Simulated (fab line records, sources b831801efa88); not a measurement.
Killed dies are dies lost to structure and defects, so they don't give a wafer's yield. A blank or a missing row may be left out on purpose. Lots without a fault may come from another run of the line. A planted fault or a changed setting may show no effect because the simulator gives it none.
Chamber matching | flow sky130 | SKY_FIELD_ISO_ETCH_14 on rie_diel-04: 4 sister chambers
The step etches BARC in N2/H2, stops on SiO2, time 45.9 s, target depth 60 nm. 4 wafers are shown with their chamber, then 7 later ones without.

WAFERS WITH THEIR CHAMBER
wafer  | chamber | rf_fwd_power_W (W)
L156.3 | 3       | 494.2
L156.4 | 0       | 495.6
L160.3 | 1       | 498.0
L160.4 | 2       | 493.2

WAFERS WITHOUT THEIR CHAMBER
wafer  | rf_fwd_power_W (W)
L160.5 | 496.9
L161.3 | 495.1
L161.4 | 494.8
L161.6 | 494.3
L165.1 | 494.7
L165.4 | 497.8
L165.5 | 493.1

WHICH CHAMBER EACH WENT THROUGH
wafer  | from the rows above          | in truth
L160.5 | can't be placed: 1 or 0      | 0
L161.3 | can't be placed: 0 or 3      | 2
L161.4 | can't be placed: 3 or 0 or 2 | 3
L161.6 | can't be placed: 3 or 2      | 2
L165.1 | can't be placed: 3 or 0 or 2 | 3
L165.4 | 1                            | 1
L165.5 | can't be placed: 2 or 3      | 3
Placed correctly: 1 of 7. Can't be placed from these rows: 6 (the true chamber is among the candidates in 5). Placed wrongly: 0.
How it was worked out, from the rows above alone: a wafer's distance from a chamber is the root of the sum, over the readings, of the square of ((its reading less the chamber's mean) divided by the reading's scatter). The wafer belongs to the nearest chamber; if the next one is less than 2 further off, it can't be placed. A chamber's mean is the mean of its shown wafers. The scatter: with one shown wafer a chamber, the root of the mean of the squares of how far each hidden wafer lies from its nearest shown one.
